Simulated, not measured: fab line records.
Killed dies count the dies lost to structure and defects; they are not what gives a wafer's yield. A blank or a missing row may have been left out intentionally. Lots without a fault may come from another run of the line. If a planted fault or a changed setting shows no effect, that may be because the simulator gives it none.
What tool caused it?	flow sky130	11 lots, 32 wafers sampled, at 5 steps of a route of 708

## WHAT EACH GAUGE READ, for each wafer
The record lacks any reading of a measuring or inspecting step that a usual standard deviation could be used to judge.

## WHICH TOOL RAN EACH LOT (tool, then ch and the chambers of the sampled wafers, then the start)
lot	SKY_VIA3_CMP_02	SKY_VIA3_ETCH_15	SKY_VIA4_COAT_06	SKY_VIA4_STRIP_13	SKY_VIA4_CMP_21
L127	cmp-01 ch 0,1,3, day 38 20:50	rie-diel-02 ch 0,1,2, day 39 22:08	litho-track-01 ch 0, day 42 14:02	plasma-asher-04 ch 0,1, day 43 01:50	cmp-01 ch 1,2,3, day 43 02:49
L128	cmp-02 ch 1,2, day 39 06:29	rie-diel-01 ch 2,3, day 40 07:23	litho-track-01 ch 0, day 42 22:26	plasma-asher-01 ch 0, day 43 10:35	cmp-01 ch 1,2,3, day 43 11:53
L129	cmp-01 ch 0,1,2, day 39 10:59	rie-diel-02 ch 0,2, day 40 11:25	litho-track-04 ch 0, day 43 02:47	plasma-asher-01 ch 0,1, day 43 14:07	cmp-01 ch 0,2,3, day 43 15:08
L130	cmp-01 ch 0,2,3, day 39 13:08	rie-diel-01 ch 2,3, day 40 13:40	litho-track-03 ch 0, day 43 05:13	plasma-asher-01 ch 0,1, day 43 16:08	cmp-01 ch 2,3, day 43 17:07
L131	cmp-01 ch 1,3, day 39 21:05	rie-diel-04 ch 1,2,3, day 40 21:43	litho-track-04 ch 0, day 43 11:40	plasma-asher-01 ch 0,1, day 43 22:33	cmp-02 ch 0,1,2, day 43 23:35
L132	cmp-01 ch 0,2, day 40 04:28	rie-diel-02 ch 0,2,3, day 41 05:10	litho-track-04 ch 0, day 43 18:38	plasma-asher-01 ch 0,1, day 44 06:34	cmp-01 ch 2,3, day 44 07:52
L134	cmp-02 ch 1,2, day 40 23:57	rie-diel-01 ch 0,1,3, day 42 00:41	litho-track-03 ch 0, day 44 14:09	plasma-asher-04 ch 0,1, day 45 00:52	cmp-02 ch 0,1,2, day 45 02:01
L138	cmp-02 ch 0,3, day 41 18:10	rie-diel-02 ch 1,2, day 42 18:22	litho-track-01 ch 0, day 45 06:02	plasma-asher-01 ch 0,1, day 45 16:38	cmp-02 ch 0,1, day 45 17:40
L147	cmp-01 ch 0,1,2, day 44 09:58	rie-diel-04 ch 0,2,3, day 45 08:22	litho-track-04 ch 0, day 47 15:26	plasma-asher-03 ch 0,1, day 48 02:05	cmp-02 ch 1,3, day 48 03:07
L149	cmp-01 ch 0,1, day 44 19:24	rie-diel-04 ch 1,3, day 45 17:02	litho-track-04 ch 0, day 48 00:38	plasma-asher-03 ch 0,1, day 48 10:05	cmp-02 ch 1,3, day 48 11:02
L150	cmp-02 ch 1,2, day 44 23:59	rie-diel-02 ch 0,1, day 45 22:13	litho-track-04 ch 0, day 48 03:02	plasma-asher-04 ch 0,1, day 48 12:23	cmp-01 ch 0,1, day 48 13:22
- SKY_VIA3_CMP_02: polishes SiO2.
- SKY_VIA3_ETCH_15: etches SiO2 in C4F8/O2/Ar, stops on TiN, target depth 507 nm, time 78 s.
- SKY_VIA4_COAT_06: resist thk 1140 nm.
- SKY_VIA4_STRIP_13: strips in O2/N2.
- SKY_VIA4_CMP_21: polishes, stops on SiO2, t overpolish 25 s, target thk 0 nm.

## WHAT THE TOOLS THEMSELVES READ (means of the sampled wafers that have a number; where no wafer has one, the mark that the record gives instead)
SKY_VIA3_CMP_02.
lot	tool	motor-current-A (A)
L127	cmp-01	11.3
L128	cmp-02	11.3
L129	cmp-01	11.5
L130	cmp-01	11.8
L131	cmp-01	12.1
L132	cmp-01	10.9
L134	cmp-02	10.7
L138	cmp-02	10.2
L147	cmp-01	11.3
L149	cmp-01	12.0
L150	cmp-02	11.0

SKY_VIA3_ETCH_15.
lot	tool	oes-product-au (a.u.)	rf-fwd-power-W (W)
L127	rie-diel-02	0.944	1493
L128	rie-diel-01	0.948	1488
L129	rie-diel-02	0.947	1484
L130	rie-diel-01	0.945	1490
L131	rie-diel-04	0.948	1492
L132	rie-diel-02	0.939	1491
L134	rie-diel-01	0.952	1494
L138	rie-diel-02	0.945	1484
L147	rie-diel-04	0.946	1492
L149	rie-diel-04	0.951	1491
L150	rie-diel-02	0.944	1495

SKY_VIA4_STRIP_13.
lot	tool	drypump-motor-current-A (A)	oes-product-au (a.u.)	strip-time-to-endpoint-s (s)
L127	plasma-asher-04	5.74	0.706	12.814
L128	plasma-asher-01	5.45	0.716	12.776
L129	plasma-asher-01	5.81	0.706	12.813
L130	plasma-asher-01	5.61	0.709	12.799
L131	plasma-asher-01	5.62	0.710	12.825
L132	plasma-asher-01	5.62	0.709	12.825
L134	plasma-asher-04	5.80	0.709	12.793
L138	plasma-asher-01	5.72	0.708	12.502
L147	plasma-asher-03	6.14	0.709	12.805
L149	plasma-asher-03	6.14	0.713	12.791
L150	plasma-asher-04	5.79	0.714	12.761

SKY_VIA4_CMP_21.
lot	tool	motor-current-A (A)	overpolish-run-s (s)	time-to-endpoint-s (s)
L127	cmp-01	10.8	24.998	119
L128	cmp-01	11.0	24.998	123
L129	cmp-01	10.5	25.002	123
L130	cmp-01	10.5	25.004	121
L131	cmp-02	10.2	24.995	121
L132	cmp-01	10.4	25.004	123
L134	cmp-02	9.9	24.989	122
L138	cmp-02	10.6	25.004	123
L147	cmp-02	9.7	24.998	115
L149	cmp-02	10.1	25.000	115
L150	cmp-01	10.8	24.997	125

## THE ANSWER, worked out from the rows above alone
Rule: the usual values come from the lots themselves. The widest of any qualifying gaps counts: lots, ordered by their means at a reading, are off when they make up no more than a third of the lots, leave a main group of 4 or more, and stand apart from it by 3 or more times the standard deviation of that group's means. Not used: any main group whose means are identical at the precision the tables above print for the reading. A lot without any number at a reading at which 4 lots or more have one is off too. Where the step has rows for the other lots, those lots are counted as sound. After the gauges, taken in route order, come the tools' own readings; for these a lot's mean is taken, as printed above. At the first step where some lot is off, the reading lying furthest off is the one used; lots without a number count as furthest.
Off at SKY_VIA4_STRIP_13 (strip-time-to-endpoint-s): L138. Main group: mean 12.800 s, sd 0.02.
If a tool, at that step or one of the process steps before it, ran each lot that is off and ran no sound lot following the first of them, it fits. 2 tools fit, litho-track-01 at SKY_VIA4_COAT_06 and plasma-asher-01 at SKY_VIA4_STRIP_13, so this cannot tell which one it is.

## WHAT HAD BEEN PUT IN BY THE SIMULATOR
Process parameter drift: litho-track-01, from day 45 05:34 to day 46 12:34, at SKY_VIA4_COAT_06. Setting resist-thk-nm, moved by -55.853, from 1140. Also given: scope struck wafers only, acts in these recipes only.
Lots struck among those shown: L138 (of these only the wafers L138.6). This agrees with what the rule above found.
